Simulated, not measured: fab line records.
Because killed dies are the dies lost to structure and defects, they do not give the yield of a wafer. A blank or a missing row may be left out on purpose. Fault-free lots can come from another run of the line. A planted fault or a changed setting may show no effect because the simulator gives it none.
fab line records -- flow sky130
record lots=14, wafers=40, last_day=50
route steps=708 shown CONTACT@425 PAD_OPEN@708
lots that met no fault: from a run of the same line without faults
start_h: hours from the record's first day to the start of the lot's first wafer shown -- wait_h: hours from the lot's prior step to this one -- " unchanged from the row above -- L1.1+2: several wafers, shown together as one row -- - either no value or no given start -- * or withheld: withheld -- < > ~ a bound
route shown NAME@n: NAME is a module with steps in the file, n the number in the route of the first one -- usual: mean/standard deviation of fault-free wafers -- same: alike in all rows -- chamber/n: place in a boat -- sites: each site's reading -- _std_site: their standard deviation -- _edge_site: inner sites' mean taken away from outer sites' mean -- radius_mm: how far each site lies from the wafer's centre -- mask NAME#n: copy n -- behind: tool/chamber where the wafer was last shaped -- hold: cause of the lot's hold/its duration in hours/its outcome -- device: whichever transistor did not switch (one of n, p or np) -- end of line: tests of these same wafers at the route's end -- step lacking rows: just its recipe -- killed: dies lost to structure and defects at the first sort, not the wafer's yield -- map: a wafer's dies, x killed, . not, _ none there
set.NAME: the run value of the setting; set.NAME@STEP: its run value at that earlier step -- model.NAME: the simulator's own value behind a step, which no gauge read
a sample of lots followed through the steps of the route, with each step as a table and each wafer as a row
services: the hour from which a tool's chamber was out of use, counted from the record's first day as start_h (under 0 if before that day), plus the number of hours and why
## steps
# step SKY_CONTACT_STRIP_19
# recipe chemistry=O2/N2, power_w=1400, pressure_mtorr=1500, platen_temp_c=withheld, o2_flow_sccm=3000, n2_flow_sccm=300, overash_fraction=0.5
# usual drypump_motor_current_A=5.9/0.36, n2_flow_sccm=300.0/0.86, oes_product_au=0.381/0.0043, strip_time_to_endpoint_s=3.62/0.036
lot.wafer,tool,chamber,start_h,wait_h,drypump_motor_current_A,n2_flow_sccm,oes_product_au,rf_hours_counter_h,strip_time_to_endpoint_s
L210.1,plasma_asher-02,1,740.58,-,6.0,299.5,0.378,31,3.62
L210.3,plasma_asher-02,1,740.58,-,6.0,300.6,0.383,-,3.62
L210.6,plasma_asher-02,1,740.58,-,6.0,301.1,0.378,-,3.62
L212.1,plasma_asher-03,1,752.46,-,5.8,301.1,0.378,86,3.52
L212.2,plasma_asher-03,0,752.46,-,6.3,301.3,0.370,86,3.60
L212.5,plasma_asher-03,0,752.46,-,6.3,300.4,0.376,-,3.61
L214.1,plasma_asher-02,0,768.88,-,5.9,300.3,0.388,33,3.67
L214.3,plasma_asher-02,0,768.88,-,5.9,299.9,0.387,-,3.69
L214.6,plasma_asher-02,0,768.88,-,5.9,301.6,0.377,-,3.65
L216.1,plasma_asher-04,1,789.16,-,6.3,298.6,0.385,5,3.62
L216.2,plasma_asher-04,0,789.16,-,5.4,299.8,0.376,5,3.60
L216.3,plasma_asher-04,0,789.16,-,5.4,300.5,0.386,-,3.66
L217.3,plasma_asher-04,1,791.81,-,6.3,300.5,0.380,-,3.63
L217.4,plasma_asher-04,0,791.81,-,5.4,298.7,0.378,-,3.61
L217.6,plasma_asher-04,0,791.81,-,5.4,299.7,0.381,-,3.60
L219.1,plasma_asher-04,0,806.83,-,5.4,301.1,0.390,7,3.69
L219.3,plasma_asher-04,1,806.83,-,6.3,300.1,0.383,-,3.64
L219.4,plasma_asher-04,0,806.83,-,5.4,300.7,0.383,-,3.66
L220.1,plasma_asher-02,1,813.98,-,6.0,301.4,0.389,38,3.67
L220.2,plasma_asher-02,0,813.98,-,6.0,300.3,0.378,38,3.63
L220.6,plasma_asher-02,1,813.98,-,6.0,301.5,0.384,-,3.62
L222.1,plasma_asher-04,1,831.58,-,6.3,300.3,0.385,10,3.63
L222.5,plasma_asher-04,1,831.58,-,6.3,300.6,0.381,-,3.62
L222.6,plasma_asher-04,0,831.58,-,5.4,300.0,0.377,-,3.61
L223.2,plasma_asher-03,0,837.97,-,6.3,300.0,0.380,92,3.61
L223.5,plasma_asher-03,0,837.97,-,6.3,299.2,0.385,-,3.64
L223.6,plasma_asher-03,1,837.97,-,5.8,299.5,0.382,-,3.62
L225.3,plasma_asher-03,0,851.34,-,6.3,300.4,0.377,-,3.57
L225.4,plasma_asher-03,1,851.34,-,5.8,301.2,0.380,-,3.59
L225.5,plasma_asher-03,0,851.34,-,6.3,300.7,0.382,-,3.58
L227.1,plasma_asher-04,1,867.41,-,6.3,299.7,0.380,16,3.66
L227.5,plasma_asher-04,1,867.41,-,6.3,300.5,0.385,-,3.68
L227.6,plasma_asher-04,0,867.41,-,5.4,298.3,0.382,-,3.64
L230.4,plasma_asher-04,1,886.54,-,6.3,299.3,0.383,-,3.45
L231.2,plasma_asher-04,0,893.44,-,5.4,301.1,0.379,19,3.43
L231.4,plasma_asher-04,0,893.44,-,5.4,299.4,0.383,-,3.45
L231.6,plasma_asher-04,1,893.44,-,6.3,298.8,0.379,-,3.43
L232.4,plasma_asher-03,1,906.11,-,5.8,299.1,0.382,-,3.70
L232.5,plasma_asher-03,1,906.11,-,5.8,298.5,0.379,-,3.65
L232.6,plasma_asher-03,0,906.11,-,6.3,301.4,0.384,-,3.68
# step SKY_PAD_OPEN_PROBE_99
# usual killed_at_M0_to_M3=43/6.6, killed_at_M4_up=3.4/1.8, killed_at_contacts=24/4.9, killed_at_front_end=15/4.1, killed_at_other=0.3/0.55, killed_dies=85/8.8, killed_open=46/6.1, killed_short=39/5.7
# same gross_dies=492, killed_at_back_side=0
lot.wafer,tool,chamber,start_h,wait_h,killed_at_M0_to_M3,killed_at_M4_up,killed_at_contacts,killed_at_front_end,killed_at_other,killed_dies,killed_open,killed_short
L212.1,prober-02,-,1093.71,0.1,45,4,26,20,0,95,50,45
L212.2,prober-02,-,1093.76,0.1,52,8,24,17,0,101,56,45
L212.5,prober-02,-,1093.91,0.2,33,3,29,14,1,80,35,45
L214.1,prober-02,-,1102.01,0.1,42,2,31,12,0,87,48,39
L214.3,prober-02,-,1102.11,0.2,32,1,28,18,1,80,46,34
L214.6,prober-02,-,1102.26,0.2,39,8,26,9,1,83,46,37
L216.1,prober-02,-,1119.98,0.1,35,4,23,14,0,76,35,40
L216.2,prober-02,-,1120.03,0.1,44,0,26,14,1,85,45,40
L216.3,prober-02,-,1120.08,0.2,44,5,25,17,0,91,46,42
L217.3,prober-01,-,1121.82,0.2,42,3,20,16,1,82,39,42
L217.4,prober-01,-,1121.87,0.2,38,1,33,11,2,85,46,38
L217.6,prober-01,-,1121.97,0.2,43,6,35,15,1,100,54,43
L219.1,prober-01,-,1131.50,0.1,54,3,25,21,0,103,54,49
L219.3,prober-01,-,1131.60,0.2,36,6,29,17,0,88,48,40
L219.4,prober-01,-,1131.65,0.2,38,3,27,12,0,80,41,39
L220.2,prober-02,-,1139.32,0.1,37,3,18,11,0,69,40,29
L222.5,prober-02,-,1149.61,0.2,29,5,18,16,0,68,43,25
L222.6,prober-02,-,1149.66,0.2,48,6,21,18,0,93,52,40
L223.2,prober-01,-,1151.93,0.1,33,3,23,19,2,80,43,36
L223.5,prober-01,-,1152.08,0.2,42,1,22,16,0,81,36,45
L223.6,prober-01,-,1152.13,0.2,46,3,27,17,2,95,57,37
L231.2,prober-01,-,1188.33,0.1,36,4,20,13,0,73,46,27
L231.4,prober-01,-,1188.43,0.2,43,4,19,11,0,77,43,34
L231.6,prober-01,-,1188.53,0.2,39,2,21,15,0,77,42,35
# killed by level:class
L212.1 VIA1:geometric_particle:open=13 CONTACT:geometric_particle:open=8 METAL2:geometric_particle:short=8 VIA3:geometric_particle:open=7 POLY_GATE:geometric_particle:short=6 LI_CONTACT:geometric_particle:short=5 LI_CONTACT:geometric_particle:open=5 CONTACT:geometric_particle:short=5
L212.2 VIA1:geometric_particle:open=12 LI_CONTACT:geometric_particle:open=9 VIA2:geometric_particle:open=9 VIA3:geometric_particle:open=8 METAL4:geometric_particle:short=7 LI_CONTACT:geometric_particle:short=6 FIELD_ISO:geometric_particle:short=5 POLY_GATE:geometric_particle:open=5
L212.5 CONTACT:geometric_particle:open=14 METAL1:geometric_particle:short=7 VIA1:geometric_particle:open=6 LI_CONTACT:geometric_particle:short=5 LI_CONTACT:geometric_particle:open=5 POLY_GATE:geometric_particle:short=4 VIA1:geometric_particle:short=4 METAL2:geometric_particle:short=4
L214.1 CONTACT:geometric_particle:open=13 VIA1:geometric_particle:open=8 VIA2:geometric_particle:open=8 LI_CONTACT:geometric_particle:short=6 VIA3:geometric_particle:open=6 CONTACT:geometric_particle:short=5 METAL1:geometric_particle:short=5 POLY_GATE:geometric_particle:open=4
L214.3 CONTACT:geometric_particle:open=10 POLY_GATE:geometric_particle:open=8 LI_CONTACT:geometric_particle:open=8 VIA1:geometric_particle:open=8 METAL1:geometric_particle:short=6 POLY_GATE:geometric_particle:short=5 CONTACT:geometric_particle:short=5 METAL2:geometric_particle:short=4
L214.6 LI_CONTACT:geometric_particle:open=11 VIA1:geometric_particle:open=11 CONTACT:geometric_particle:open=9 METAL4:geometric_particle:short=6 VIA1:geometric_particle:short=6 CONTACT:geometric_particle:short=5 VIA2:geometric_particle:short=5 VIA2:geometric_particle:open=5
L216.1 CONTACT:geometric_particle:open=11 METAL1:geometric_particle:short=9 VIA2:geometric_particle:open=6 LI_CONTACT:geometric_particle:open=5 FIELD_ISO:geometric_particle:open=4 METAL3:geometric_particle:short=4 METAL4:geometric_particle:short=4 FIELD_ISO:geometric_particle:short=3
L216.2 VIA1:geometric_particle:open=13 CONTACT:geometric_particle:open=11 METAL1:geometric_particle:short=7 CONTACT:geometric_particle:short=5 VIA2:geometric_particle:short=5 VIA2:geometric_particle:open=5 FIELD_ISO:geometric_particle:short=4 LOCAL_INTERCONNECT:geometric_particle:short=4
L216.3 VIA1:geometric_particle:open=14 CONTACT:geometric_particle:short=8 FIELD_ISO:geometric_particle:short=7 FIELD_ISO:geometric_particle:open=6 VIA3:geometric_particle:open=5 CONTACT:geometric_particle:open=5 METAL4:geometric_particle:short=5 LOCAL_INTERCONNECT:geometric_particle:open=4
L217.3 LOCAL_INTERCONNECT:geometric_particle:short=8 VIA1:geometric_particle:short=7 CONTACT:geometric_particle:open=6 VIA3:geometric_particle:open=6 VIA1:geometric_particle:open=6 METAL2:geometric_particle:short=6 FIELD_ISO:geometric_particle:open=5 POLY_GATE:geometric_particle:short=4
L217.4 CONTACT:geometric_particle:open=14 LI_CONTACT:geometric_particle:open=7 LOCAL_INTERCONNECT:geometric_particle:short=6 VIA2:geometric_particle:open=6 METAL1:geometric_particle:short=5 VIA1:geometric_particle:open=5 FIELD_ISO:geometric_particle:open=4 VIA1:geometric_particle:short=4
L217.6 CONTACT:geometric_particle:open=15 LI_CONTACT:geometric_particle:open=9 VIA1:geometric_particle:open=8 METAL2:geometric_particle:short=7 LOCAL_INTERCONNECT:geometric_particle:short=6 METAL1:geometric_particle:short=5 VIA3:geometric_particle:open=5 FIELD_ISO:geometric_particle:short=3
L219.1 VIA1:geometric_particle:open=9 METAL1:geometric_particle:short=8 LI_CONTACT:geometric_particle:open=7 CONTACT:geometric_particle:open=7 VIA3:geometric_particle:open=7 VIA1:geometric_particle:short=6 POLY_GATE:geometric_particle:short=5 LOCAL_INTERCONNECT:geometric_particle:short=5
L219.3 VIA1:geometric_particle:open=10 LOCAL_INTERCONNECT:geometric_particle:short=10 CONTACT:geometric_particle:open=9 VIA2:geometric_particle:open=7 VIA3:geometric_particle:open=6 METAL1:geometric_particle:short=5 FIELD_ISO:geometric_particle:short=4 LI_CONTACT:geometric_particle:open=4
L219.4 CONTACT:geometric_particle:open=10 VIA3:geometric_particle:open=9 METAL2:geometric_particle:short=8 METAL1:geometric_particle:short=6 LOCAL_INTERCONNECT:geometric_particle:short=5 CONTACT:geometric_particle:short=5 LI_CONTACT:geometric_particle:open=4 VIA2:geometric_particle:open=4
L220.2 METAL2:geometric_particle:short=9 VIA1:geometric_particle:open=7 CONTACT:geometric_particle:open=7 LI_CONTACT:geometric_particle:open=6 METAL1:geometric_particle:short=6 VIA2:geometric_particle:open=5 FIELD_ISO:geometric_particle:open=4 VIA3:geometric_particle:open=4
L222.5 VIA1:geometric_particle:open=8 VIA3:geometric_particle:open=6 VIA2:geometric_particle:open=6 LOCAL_INTERCONNECT:geometric_particle:short=6 CONTACT:geometric_particle:open=6 FIELD_ISO:geometric_particle:open=5 LI_CONTACT:geometric_particle:open=5 VIA1:geometric_particle:short=5
L222.6 VIA1:geometric_particle:open=10 VIA2:geometric_particle:open=8 CONTACT:geometric_particle:open=7 METAL2:geometric_particle:short=7 VIA3:geometric_particle:open=6 LI_CONTACT:geometric_particle:short=5 FIELD_ISO:geometric_particle:open=4 POLY_GATE:geometric_particle:open=4
L223.2 LI_CONTACT:geometric_particle:open=9 VIA2:geometric_particle:open=7 FIELD_ISO:geometric_particle:open=6 CONTACT:geometric_particle:open=6 VIA1:geometric_particle:short=5 VIA1:geometric_particle:open=5 POLY_GATE:geometric_particle:short=4 CONTACT:geometric_particle:short=4
L223.5 METAL1:geometric_particle:short=8 CONTACT:geometric_particle:open=7 VIA1:geometric_particle:short=7 LOCAL_INTERCONNECT:geometric_particle:short=6 LI_CONTACT:geometric_particle:short=5 VIA2:geometric_particle:open=5 VIA3:geometric_particle:open=5 FIELD_ISO:geometric_particle:short=4
L223.6 CONTACT:geometric_particle:open=11 VIA1:geometric_particle:open=10 VIA2:geometric_particle:open=9 LI_CONTACT:geometric_particle:open=9 VIA3:geometric_particle:open=7 FIELD_ISO:geometric_particle:short=5 METAL1:geometric_particle:short=5 VIA1:geometric_particle:short=5
L231.2 CONTACT:geometric_particle:open=11 POLY_GATE:geometric_particle:short=7 LI_CONTACT:geometric_particle:open=7 VIA3:geometric_particle:open=7 VIA1:geometric_particle:open=7 VIA2:geometric_particle:open=6 POLY_GATE:geometric_particle:open=4 VIA1:geometric_particle:short=4
L231.4 VIA1:geometric_particle:open=13 CONTACT:geometric_particle:short=7 CONTACT:geometric_particle:open=5 METAL1:geometric_particle:short=5 VIA1:geometric_particle:short=5 VIA2:geometric_particle:open=5 VIA3:geometric_particle:open=5 FIELD_ISO:geometric_particle:short=4
L231.6 VIA1:geometric_particle:open=9 CONTACT:geometric_particle:open=8 FIELD_ISO:geometric_particle:open=5 POLY_GATE:geometric_particle:short=5 LI_CONTACT:geometric_particle:open=5 VIA3:geometric_particle:open=5 METAL1:geometric_particle:short=4 METAL2:geometric_particle:short=4
## services
tool,chamber,start_h,hours,kind
plasma_asher-02,-,717.03,2.8,pm
plasma_asher-02,-,721.55,6.8,repair
plasma_asher-04,-,733.75,9.0,pm
plasma_asher-04,0,733.75,9.0,vent_cycle
plasma_asher-04,1,733.75,9.0,vent_cycle
plasma_asher-04,0,742.75,-,clean
plasma_asher-04,1,742.75,-,clean
plasma_asher-03,-,752.80,4.3,pm
plasma_asher-03,-,782.06,28.1,pm
plasma_asher-02,-,856.68,14.6,pm
## key
first_sign step=SKY_CONTACT_STRIP_19, reading=strip_time_to_endpoint_s, direction=down, sigmas=5.1, usual=*, struck=*
effect none on later readings
met_at SKY_CONTACT_STRIP_19
struck_lots L230,L231
tester_left_out L230,L231
onset_between 867.41 886.54
fault kind=process_parameter_drift, tool=plasma_asher-04, chamber=-, onset_h=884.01, steps=SKY_CONTACT_STRIP_19, channel=power_w, offset=*, shape=step, end_h=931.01, acts_in=*, stated=*
# tester_left_out: of these lots the tester's yield and bins aren't shown, on N5 and GAA mostly nor the transistor test; their killed dies are dies lost to structure and defects alone, not to doping, threshold or leakage, so they don't give the yield
